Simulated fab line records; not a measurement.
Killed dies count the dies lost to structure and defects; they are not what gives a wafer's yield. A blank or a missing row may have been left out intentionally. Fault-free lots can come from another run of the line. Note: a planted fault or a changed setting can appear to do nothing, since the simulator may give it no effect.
fab line records | flow sky130
[record] lots = 5 | wafers = 15 | last_day = 50
route steps=708 shown CONTACT@425 METAL1@434 PAD_OPEN@708
lots untouched by any fault: they come from a run of this same line in which no faults occurred
start_h: start of the lot's first displayed wafer, in hours after the record's first day | wait_h: how many hours have passed since the lot's step before this one | " same as the row above | L1.1+2: one row covering several wafers at once | - either no value or no given start | * or withheld: withheld | < > ~ a bound
route shown NAME@n: names a module that has steps shown in the file, with the first one's number in the route | usual: mean/standard deviation taken from wafers without a fault | same: alike in all rows | chamber/n: place in a boat | sites: per-site readings | _std_site: how widely they spread, as a standard deviation | _edge_site: the outer-site mean with the inner-site mean subtracted | radius_mm: how far each site lies from the wafer's centre | mask NAME#n: copy n | behind: the last tool/chamber to shape the wafer | hold: the reason the lot was held/the length of the hold in hours/how it ended | device: the transistor (n, p or np) that didn't switch | end of line: the same wafers' tests at the end of the route | where a step has no rows: the recipe by itself | killed: at the first sort, the dies lost to defects and structure; wafer yield is something else | map: a wafer's dies, x killed, . not, _ none there
set.NAME: the run value of the setting; set.NAME@STEP: its run value at that earlier step | model.NAME: the simulator's own value behind a step, which no gauge read
lots seen at some steps along the route; tables by step, rows by wafer
services: a tool's chamber out of use, with start hour (start_h, from the record's first day; less than 0 if before it), hours out, and reason
[[steps]]
[step SKY_CONTACT_STRIP_19]
[recipe] chemistry = O2/N2 | power_w = 1400 | pressure_mtorr = 1500 | platen_temp_c = withheld | o2_flow_sccm = 3000 | n2_flow_sccm = 300 | overash_fraction = 0.5
[usual] drypump_motor_current_A = 5.7/0.52 | oes_product_au = 0.381/0.0044 | strip_time_to_endpoint_s = 3.62/0.03
lot.wafer | tool            | chamber | start_h | wait_h | drypump_motor_current_A | oes_product_au | rf_hours_counter_h | strip_time_to_endpoint_s
L403.1    | plasma_asher-01 | 1       | 731.59  | -      | 5.7                     | 0.372          | 104                | 3.62
L403.2    | "               | 0       | "       | "      | 6.7                     | 0.383          | 104                | 3.65
L403.5    | "               | 1       | "       | "      | 5.7                     | 0.371          | -                  | 3.65
L402.3    | plasma_asher-04 | 0       | 734.44  | -      | 5.3                     | 0.379          | -                  | 3.61
L402.4    | "               | 1       | "       | "      | 5.3                     | 0.377          | -                  | 3.62
L402.6    | "               | 0       | "       | "      | 5.3                     | 0.384          | -                  | 3.64
L404.3    | plasma_asher-01 | 1       | 751.71  | -      | 5.7                     | 0.387          | -                  | 3.65
L404.4    | "               | 0       | "       | "      | 6.7                     | 0.387          | -                  | 3.67
L404.5    | "               | 1       | "       | "      | 5.7                     | 0.379          | -                  | 3.63
L413.2    | plasma_asher-04 | 1       | 823.25  | -      | 5.3                     | 0.380          | 101                | 3.65
L413.3    | "               | 0       | "       | "      | 5.3                     | 0.383          | -                  | 3.61
L413.6    | "               | 0       | "       | "      | 5.3                     | 0.384          | -                  | 3.59
L421.3    | plasma_asher-01 | 0       | 905.04  | -      | 6.7                     | 0.371          | -                  | 3.59
L421.5    | "               | 1       | "       | "      | 5.6                     | 0.380          | -                  | 3.65
L421.6    | "               | 0       | "       | "      | 6.7                     | 0.380          | -                  | 3.61
[step SKY_CONTACT_STRIP_20]
[recipe] chemistry = post_etch_residue_remover | time_s = 1200 | temp_c = 72.5
[step SKY_CONTACT_CLEAN_21]
[recipe] chemistry = IPA | time_s = 180 | temp_c = 25
[step SKY_CONTACT_CLEAN_22]
[recipe] chemistry = O3/DIW | dry = n2_spin
[step SKY_CONTACT_SPUTTER_23]
[recipe] material = TiN | target_thk_nm = 20 | chamber_pressure_pa = 5 | power_w = 4000 | time_s = 80
[step SKY_CONTACT_CVD_24]
[recipe] material = W | target_thk_nm = 340 | time_s = 102.12 | temp_c = 400 | pressure_torr = 40
[step SKY_CONTACT_RS_MEAS_25]
[recipe] thk_meas_gauge = four-point-probe | reads = W_of_CONTACT_CVD_24+TiN_of_CONTACT_SPUTTER_23
[usual] CONTACT_W_RS = 0.340/0.0045
lot.wafer | tool          | chamber | start_h | wait_h | CONTACT_W_RS[ohm/sq]
L403.1    | film_metro-02 | -       | 732.38  | 0.1    | 0.341
L403.2    | "             | -       | "       | "      | 0.342
L403.5    | "             | -       | "       | "      | 0.345
L402.3    | film_metro-01 | -       | 735.24  | 0.1    | 0.346
L402.4    | "             | -       | "       | "      | 0.344
L402.6    | "             | -       | "       | "      | 0.348
L404.3    | film_metro-02 | -       | 752.48  | 0.1    | 0.341
L404.4    | "             | -       | "       | "      | 0.339
L404.5    | "             | -       | "       | "      | 0.343
L413.2    | film_metro-03 | -       | 824.07  | 0.1    | 0.338
L413.3    | "             | -       | "       | "      | 0.337
L413.6    | "             | -       | "       | "      | 0.338
L421.3    | film_metro-03 | -       | 905.85  | 0.1    | 0.343
L421.5    | "             | -       | "       | "      | 0.346
L421.6    | "             | -       | "       | "      | 0.343
[step SKY_CONTACT_THK_MEAS_26]
[recipe] thk_meas_gauge = xrf | reads = W_of_CONTACT_CVD_24
[usual] CONTACT_W_THK = 343/5.6
lot.wafer | tool          | chamber | start_h | wait_h | CONTACT_W_THK[nm]
L403.1    | film_metro-02 | -       | 732.50  | 0.1    | 336
L403.2    | "             | -       | "       | "      | 337
L403.5    | "             | -       | "       | "      | 332
L402.3    | film_metro-01 | -       | 735.34  | 0.1    | 339
L402.4    | "             | -       | "       | "      | 341
L402.6    | "             | -       | "       | "      | 336
L404.3    | film_metro-02 | -       | 752.58  | 0.1    | 336
L404.4    | "             | -       | "       | "      | 341
L404.5    | "             | -       | "       | "      | 337
L413.2    | film_metro-03 | -       | 824.18  | 0.1    | 344
L413.3    | "             | -       | "       | "      | 346
L413.6    | "             | -       | "       | "      | 343
L421.3    | film_metro-03 | -       | 905.95  | 0.1    | 338
L421.5    | "             | -       | "       | "      | 336
L421.6    | "             | -       | "       | "      | 339
[step SKY_CONTACT_CMP_27]
[recipe] stop_on = SiO2 | t_overpolish_s = 15 | down_force_psi = 3.5 | platen_rpm = 60 | target_thk_nm = 0 | pad_velocity_m_s = 0.94248
[usual] edge_zone_pressure_frac = 1.000/0.0055 | motor_current_A = 10.8/0.96 | overpolish_run_s = 14.999/0.0093 | time_to_endpoint_s = 83/3.4
lot.wafer | tool   | chamber | start_h | wait_h | edge_zone_pressure_frac | motor_current_A | overpolish_run_s | time_to_endpoint_s
L403.2    | cmp-01 | 3       | 732.61  | 0.1    | 0.993                   | 10.2            | 14.997           | 86
L403.1    | "      | 1       | "       | "      | 0.995                   | 9.4             | 15.006           | 83
L403.5    | "      | 2       | "       | "      | 0.998                   | 13.1            | 14.988           | 78
L402.4    | cmp-02 | 3       | 735.38  | 0.0    | 0.998                   | 10.3            | 14.988           | 82
L402.3    | "      | 1       | "       | "      | 0.995                   | 10.7            | 14.999           | 84
L402.6    | "      | 0       | "       | "      | 1.007                   | 10.6            | 14.994           | 75
L404.3    | cmp-01 | 2       | 752.67  | 0.1    | 1.001                   | 12.8            | 15.011           | 79
L404.4    | "      | 0       | "       | "      | 0.990                   | 10.4            | 14.995           | 83
L404.5    | "      | 2       | "       | "      | 0.998                   | 12.5            | 15.002           | 83
L413.3    | cmp-01 | 3       | 824.23  | 0.0    | 0.994                   | 10.4            | 15.003           | 86
L413.2    | "      | 0       | "       | "      | 0.995                   | 10.9            | 15.002           | 81
L413.6    | "      | 3       | "       | "      | 0.991                   | 10.7            | 14.996           | 85
L421.3    | cmp-01 | 1       | 905.99  | 0.0    | 1.010                   | 8.6             | 15.011           | 82
L421.6    | "      | 1       | "       | "      | 0.999                   | 9.1             | 14.996           | 84
L421.5    | "      | 2       | "       | "      | 1.005                   | 12.5            | 15.001           | 83
[step SKY_METAL1_SPUTTER_00]
[recipe] material = Ti | target_thk_nm = 15 | power_w = 3000 | time_s = 10 | chamber_pressure_pa = 0.4
[step SKY_METAL1_SPUTTER_01]
[recipe] material = TiN | target_thk_nm = 20 | power_w = 6500 | time_s = 16.7 | chamber_pressure_pa = 0.4
[usual] cathode_dc_power_W = 6500.1/1.2 | throttle_valve_pct = 29.9/0.91
lot.wafer | tool           | chamber | start_h | wait_h | cathode_dc_power_W | throttle_valve_pct
L403.1    | pvd_sputter-01 | -       | 732.88  | 0.0    | 6501.8             | 30.5
L403.2    | "              | -       | "       | "      | 6500.1             | 27.8
L403.5    | "              | -       | "       | "      | 6499.9             | 31.2
L402.3    | pvd_sputter-04 | -       | 735.70  | 0.0    | 6501.1             | 30.2
L402.4    | "              | -       | "       | "      | 6503.9             | 29.5
L402.6    | "              | -       | "       | "      | 6497.9             | 29.0
L404.3    | pvd_sputter-04 | -       | 752.94  | 0.0    | 6498.4             | 29.4
L404.4    | "              | -       | "       | "      | 6499.9             | 28.9
L404.5    | "              | -       | "       | "      | 6501.0             | 30.5
L413.2    | pvd_sputter-02 | -       | 824.56  | 0.0    | 6498.0             | 30.5
L413.3    | "              | -       | "       | "      | 6499.8             | 28.7
L413.6    | "              | -       | "       | "      | 6498.0             | 30.6
L421.3    | pvd_sputter-02 | -       | 906.31  | 0.0    | 6497.9             | 30.4
L421.5    | "              | -       | "       | "      | 6498.8             | 30.3
L421.6    | "              | -       | "       | "      | 6501.1             | 28.6
[step SKY_METAL1_SPUTTER_02]
[recipe] material = AlCu | target_thk_nm = 250 | power_w = 10600 | time_s = 13.3 | chamber_pressure_pa = 0.4
[usual] cathode_dc_power_W = 10600/1.8 | throttle_valve_pct = 29.9/0.9
lot.wafer | tool           | chamber | start_h | wait_h | cathode_dc_power_W | throttle_valve_pct
L403.1    | pvd_sputter-01 | -       | 732.91  | 0.0    | 10601              | 30.3
L403.2    | "              | -       | "       | "      | 10602              | 28.0
L403.5    | "              | -       | "       | "      | 10599              | 31.6
L402.3    | pvd_sputter-04 | -       | 735.73  | 0.0    | 10602              | 30.3
L402.4    | "              | -       | "       | "      | 10599              | 29.5
L402.6    | "              | -       | "       | "      | 10600              | 29.0
L404.3    | pvd_sputter-04 | -       | 752.97  | 0.0    | 10604              | 29.5
L404.4    | "              | -       | "       | "      | 10601              | 28.9
L404.5    | "              | -       | "       | "      | 10604              | 30.7
L413.2    | pvd_sputter-02 | -       | 824.58  | 0.0    | 10602              | 30.5
L413.3    | "              | -       | "       | "      | 10600              | 28.9
L413.6    | "              | -       | "       | "      | 10600              | 30.5
L421.3    | pvd_sputter-02 | -       | 906.34  | 0.0    | 10600              | 30.5
L421.5    | "              | -       | "       | "      | 10600              | 30.3
L421.6    | "              | -       | "       | "      | 10598              | 28.9
[step SKY_METAL1_SPUTTER_03]
[recipe] material = Ti | target_thk_nm = 5 | power_w = 3000 | time_s = 3.3 | chamber_pressure_pa = 0.4
[usual] cathode_dc_power_W = 3000.0/0.53 | throttle_valve_pct = 29.9/0.91
lot.wafer | tool           | chamber | start_h | wait_h | cathode_dc_power_W | throttle_valve_pct | model.Ti_of_METAL1_SPUTTER_03.thk_nm
L403.1    | pvd_sputter-01 | -       | 732.93  | 0.0    | 3000.7             | 30.6               | 5.078
L403.2    | "              | -       | "       | "      | 3001.0             | 27.9               | 5.14
L403.5    | "              | -       | "       | "      | 3000.8             | 30.9               | 4.919
L402.3    | pvd_sputter-04 | -       | 735.75  | 0.0    | 3000.2             | 30.4               | 4.908
L402.4    | "              | -       | "       | "      | 2999.6             | 29.2               | 4.824
L402.6    | "              | -       | "       | "      | 3000.5             | 28.9               | 4.848
L404.3    | pvd_sputter-04 | -       | 752.99  | 0.0    | 2999.7             | 29.6               | 4.954
L404.4    | "              | -       | "       | "      | 2999.9             | 29.0               | 5.113
L404.5    | "              | -       | "       | "      | 2711.7             | 30.8               | 4.6
L413.2    | pvd_sputter-02 | -       | 824.61  | 0.0    | 3001.1             | 30.2               | 5.155
L413.3    | "              | -       | "       | "      | 2999.8             | 28.9               | 5.241
L413.6    | "              | -       | "       | "      | 2999.3             | 30.5               | 5.018
L421.3    | pvd_sputter-02 | -       | 906.36  | 0.0    | 3000.6             | 30.6               | 5.011
L421.5    | "              | -       | "       | "      | 2999.4             | 30.2               | 5.149
L421.6    | "              | -       | "       | "      | 3000.1             | 28.7               | 5.209
[step SKY_METAL1_SPUTTER_04]
[recipe] material = TiN | target_thk_nm = 70 | power_w = 6500 | time_s = 58.3 | chamber_pressure_pa = 0.4
[usual] cathode_dc_power_W = 6499.9/1.3 | throttle_valve_pct = 29.9/0.93
lot.wafer | tool           | chamber | start_h | wait_h | cathode_dc_power_W | throttle_valve_pct
L403.1    | pvd_sputter-01 | -       | 732.95  | 0.0    | 6500.7             | 30.4
L403.2    | "              | -       | "       | "      | 6500.6             | 27.9
L403.5    | "              | -       | "       | "      | 6502.9             | 31.1
L402.3    | pvd_sputter-04 | -       | 735.77  | 0.0    | 6500.4             | 30.4
L402.4    | "              | -       | "       | "      | 6500.2             | 29.5
L402.6    | "              | -       | "       | "      | 6501.2             | 29.2
L404.3    | pvd_sputter-04 | -       | 753.01  | 0.0    | 6502.8             | 29.5
L404.4    | "              | -       | "       | "      | 6498.4             | 28.8
L404.5    | "              | -       | "       | "      | 6501.2             | 31.0
L413.2    | pvd_sputter-02 | -       | 824.62  | 0.0    | 6499.6             | 30.1
L413.3    | "              | -       | "       | "      | 6499.7             | 28.9
L413.6    | "              | -       | "       | "      | 6498.9             | 30.6
L421.3    | pvd_sputter-02 | -       | 906.38  | 0.0    | 6499.4             | 30.6
L421.5    | "              | -       | "       | "      | 6499.7             | 30.3
L421.6    | "              | -       | "       | "      | 6500.2             | 28.8
[step SKY_PAD_OPEN_PROBE_99]
[usual] defect_limited_yield = 82.3/2.1 | killed_at_M0_to_M3 = 44/7.2 | killed_at_M4_up = 3.1/1.7 | killed_at_contacts = 24/5.2 | killed_at_front_end = 15/4.1 | killed_at_other = 0.3/0.61 | killed_dies = 87/10 | killed_open = 48/7.5 | killed_short = 39/6.6 | sort_bin_3_pad_short = 0.8/0.39 | sort_bin_5_function = 10.4/1.7 | sort_bin_6_memory = 6.5/1.1 | sort_n_pass = 405/10 | sort_yield_pct = 82.3/2.1
[same] gross_dies = 492 | killed_at_back_side = 0 | sort_bin_4_leakage[%] = 0 | sort_bin_8_speed[%] = 0
lot.wafer | tool      | chamber | start_h | wait_h | defect_limited_yield[%] | killed_at_M0_to_M3 | killed_at_M4_up | killed_at_contacts | killed_at_front_end | killed_at_other | killed_dies | killed_open | killed_short | sort_bin_3_pad_short[%] | sort_bin_5_function[%] | sort_bin_6_memory[%] | sort_n_pass | sort_yield_pct[%]
L403.1    | prober-02 | -       | 1072.04 | 0.1    | 79.7                    | 49                 | 1               | 29                 | 21                  | 0               | 100         | 66          | 34           | 1.6                     | 9.8                    | 8.9                  | 392         | 79.7
L403.2    | prober-02 | -       | 1072.09 | 0.1    | 82.7                    | 39                 | 1               | 31                 | 14                  | 0               | 85          | 48          | 36           | 0.6                     | 11.6                   | 5.1                  | 407         | 82.7
L403.5    | prober-02 | -       | 1072.24 | 0.2    | 82.3                    | 48                 | 1               | 20                 | 18                  | 0               | 87          | 54          | 32           | 0.4                     | 10.8                   | 6.5                  | 405         | 82.3
L413.2    | prober-01 | -       | 1144.11 | 0.1    | 77.0                    | 63                 | 4               | 29                 | 17                  | 0               | 113         | 63          | 50           | 1.2                     | 12.6                   | 9.1                  | 379         | 77.0
L413.3    | prober-01 | -       | 1144.16 | 0.2    | 85.2                    | 41                 | 0               | 20                 | 12                  | 0               | 73          | 41          | 32           | 0.8                     | 7.9                    | 6.1                  | 419         | 85.2
L413.6    | prober-01 | -       | 1144.31 | 0.2    | 80.9                    | 46                 | 1               | 27                 | 20                  | 0               | 94          | 48          | 45           | 0.6                     | 11.2                   | 7.3                  | 398         | 80.9
// killed by level:class
L403.1 CONTACT:geometric_particle:open=12 VIA1:geometric_particle:open=11 VIA2:geometric_particle:open=11 FIELD_ISO:geometric_particle:open=9 LI_CONTACT:geometric_particle:open=8 VIA1:geometric_particle:short=7 METAL2:geometric_particle:short=5 VIA3:geometric_particle:open=5
L403.2 CONTACT:geometric_particle:open=10 VIA1:geometric_particle:open=10 VIA2:geometric_particle:open=8 METAL2:geometric_particle:short=7 LI_CONTACT:geometric_particle:open=7 VIA3:geometric_particle:open=6 CONTACT:geometric_particle:short=6 LOCAL_INTERCONNECT:geometric_particle:short=5
L403.5 VIA1:geometric_particle:open=14 VIA2:geometric_particle:open=10 METAL2:geometric_particle:short=10 CONTACT:geometric_particle:open=9 FIELD_ISO:geometric_particle:open=7 VIA3:geometric_particle:open=7 POLY_GATE:geometric_particle:short=4 LOCAL_INTERCONNECT:geometric_particle:short=4
L413.2 VIA1:geometric_particle:open=17 LI_CONTACT:geometric_particle:open=11 CONTACT:geometric_particle:open=9 METAL2:geometric_particle:short=9 METAL1:geometric_particle:short=8 VIA3:geometric_particle:open=7 VIA2:geometric_particle:open=6 VIA3:geometric_particle:short=4
L413.3 CONTACT:geometric_particle:open=9 METAL1:geometric_particle:short=9 VIA1:geometric_particle:open=8 VIA2:geometric_particle:open=7 CONTACT:geometric_particle:short=5 VIA1:geometric_particle:short=5 METAL2:geometric_particle:short=5 LI_CONTACT:geometric_particle:open=4
L413.6 VIA1:geometric_particle:open=15 CONTACT:geometric_particle:open=7 METAL1:geometric_particle:short=7 LI_CONTACT:geometric_particle:short=6 LI_CONTACT:geometric_particle:open=6 POLY_GATE:geometric_particle:short=5 METAL3:geometric_particle:short=5 VIA3:geometric_particle:open=5
[[services]]
tool            | chamber | start_h | hours | kind
pvd_sputter-02  | -       | 715.78  | 7.2   | repair
cmp-02          | -       | 720.96  | 0.3   | repair
plasma_asher-04 | -       | 731.44  | 1.1   | repair
plasma_asher-01 | -       | 733.75  | 9.0   | pm
plasma_asher-01 | 0       | 733.75  | 9.0   | vent_cycle
plasma_asher-01 | 1       | 733.75  | 9.0   | vent_cycle
cmp-01          | -       | 740.41  | 0.6   | repair
plasma_asher-01 | 0       | 742.75  | -     | clean
plasma_asher-01 | 1       | 742.75  | -     | clean
cmp-02          | -       | 744.00  | 4.0   | pm
cmp-01          | -       | 744.11  | 0.8   | repair
cmp-02          | -       | 757.98  | 1.3   | repair
pvd_sputter-02  | 0       | 765.18  | -     | consumable_replace:kit
pvd_sputter-02  | 0       | 765.18  | 18.0  | scheduled_down
pvd_sputter-02  | 0       | 765.18  | 18.0  | vent_cycle
plasma_asher-04 | -       | 779.03  | 14.6  | pm
pvd_sputter-04  | -       | 810.02  | 5.7   | repair
cmp-02          | -       | 828.45  | 0.5   | repair
cmp-01          | -       | 843.13  | 0.5   | repair
cmp-02          | -       | 849.14  | 1.7   | repair
pvd_sputter-01  | 0       | 850.40  | -     | consumable_replace:kit
pvd_sputter-01  | 0       | 850.40  | 18.0  | scheduled_down
pvd_sputter-01  | 0       | 850.40  | 18.0  | vent_cycle
cmp-02          | -       | 854.61  | 1.8   | repair
[[key]]
[first_sign] step = SKY_METAL1_SPUTTER_03 | reading = cathode_dc_power_W | direction = down | sigmas = 99+ | usual = 3000.0 | struck = 2711.7
effect none on later readings
[model_effect] step = SKY_METAL1_SPUTTER_03 | value = Ti_of_METAL1_SPUTTER_03.thk_nm | without = 5.08 | struck = 4.6
met_at SKY_METAL1_SPUTTER_03
struck_wafers L404.5
[fault] kind = process_parameter_drift | tool = pvd_sputter-04 | chamber = - | onset_h = 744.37 | steps = SKY_METAL1_SPUTTER_03 | channel = power_w | offset = * | shape = step | end_h = 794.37 | acts_in = * | stated = * | scope = struck_wafers_only
